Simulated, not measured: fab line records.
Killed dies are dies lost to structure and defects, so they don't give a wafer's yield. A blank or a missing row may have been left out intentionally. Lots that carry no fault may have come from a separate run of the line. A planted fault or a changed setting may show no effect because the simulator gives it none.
A lot that was struck, set against a sound lot + flow sky130 + 18 out of 708 route steps
Sound: wafers L865.1, L865.5, L865.6. Wafers L872.2, L872.4, L872.6 were the ones struck. The cause is given at the end.
Order at every step that has rows: each side's tool, ch and its chambers, its first start. Under that, the readings that differ: sound wafers + struck wafers + difference of the means + sigmas: that difference in standard deviations of wafers without a fault.
alike: readings whose means differ by less than 2 such deviations, and words and numbers that are the same on both sides. not compared: withheld readings, readings that some wafer has no value for, bounds like >300 that may hide the same value, and numbers for which the record gives no deviation and whose values overlap.
A row with sigmas, a row that says differs or no value, or rows on one side alone: a step with any of these is where the two part. Non-overlapping numbers with no deviation appear without sigmas and do not part them. A reading that every wafer of one side lacks parts them only if that side has two wafers or more.

first, 3 steps without rows for these wafers: SKY_SONOS_ONO_WET_ETCH_18 (etches Si3N4 in H3PO4, target depth 15 nm, time 172 s); SKY_GATE_OXIDE_CLEAN_00 (cleans in SC1/SC2, time 150 s); SKY_GATE_OXIDE_OXIDATION_01 (stabilise 600 s, purge 300 s, target thk 10.268 nm).
SKY_GATE_OXIDE_THK_MEAS_02:
  sound on film_metro-02 at day 15 06:26; struck on film_metro-01 at day 17 07:32
  alike: GATE_OXIDE_OXIDATION_00_THK
then, 7 steps without rows for these wafers: SKY_GATE_OXIDE_DEHYDRATE_03 (time 60 s); SKY_GATE_OXIDE_HMDS_04 (prime time 60 s); SKY_GATE_OXIDE_COAT_05 (resist thk 1140 nm); SKY_GATE_OXIDE_SOFTBAKE_06 (time 60 s); SKY_GATE_OXIDE_EXPOSE_07 (exposes mask LVOM, target cd 600 nm); SKY_GATE_OXIDE_PEB_08; SKY_GATE_OXIDE_DEVELOP_09 (develop time 60 s).
SKY_GATE_OXIDE_OVL_MEAS_10:
  sound on overlay-02 at day 16 08:19; struck on overlay-02 at day 18 11:49
| reading             | sound          | struck      | difference | sigmas |
|---------------------|----------------|-------------|------------|--------|
| GATE_OXIDE_OVL (nm) | -1.7 -2.8 -2.1 | 2.0 1.8 2.5 | +4.3       | +2     |
SKY_GATE_OXIDE_IMPLANT_11:
  sound on implanter-01 ch 0, day 16 08:21; struck on implanter-04 ch 0, day 18 12:18
then, 1 step without rows for these wafers: SKY_GATE_OXIDE_WET_ETCH_12 (etches SiO2 in dHF, target depth 16.8 nm, time 336 s).
SKY_GATE_OXIDE_STRIP_13: strips in O2/N2.
  sound on plasma_asher-01 ch 0,1, day 16 08:37; struck on plasma_asher-03 ch 0,1, day 18 12:32
  alike: drypump_motor_current_A, oes_product_au, strip_time_to_endpoint_s
  not compared: rf_hours_counter_h
SKY_GATE_OXIDE_TW_MEAS_14:
  sound on film_metro-02 at day 16 08:43; struck on film_metro-01 at day 18 12:41
| reading       | sound             | struck            | difference | sigmas |
|---------------|-------------------|-------------------|------------|--------|
| GATE_OXIDE_TW | 221.0 221.1 224.0 | 271.0 270.6 269.3 | +48.3      | +37    |
then, 1 step without rows for these wafers: SKY_GATE_OXIDE_CLEAN_15 (cleans in SC1/SC2, time 150 s).
SKY_PAD_OPEN_PROBE_99:
  sound wafers here have rows in the record (prober-02, day 47 19:28); struck ones have none

## WHERE THEY PART
Earliest at SKY_GATE_OXIDE_OVL_MEAS_10; latest, in this record, at SKY_PAD_OPEN_PROBE_99.

WHY: whatever the simulator had introduced
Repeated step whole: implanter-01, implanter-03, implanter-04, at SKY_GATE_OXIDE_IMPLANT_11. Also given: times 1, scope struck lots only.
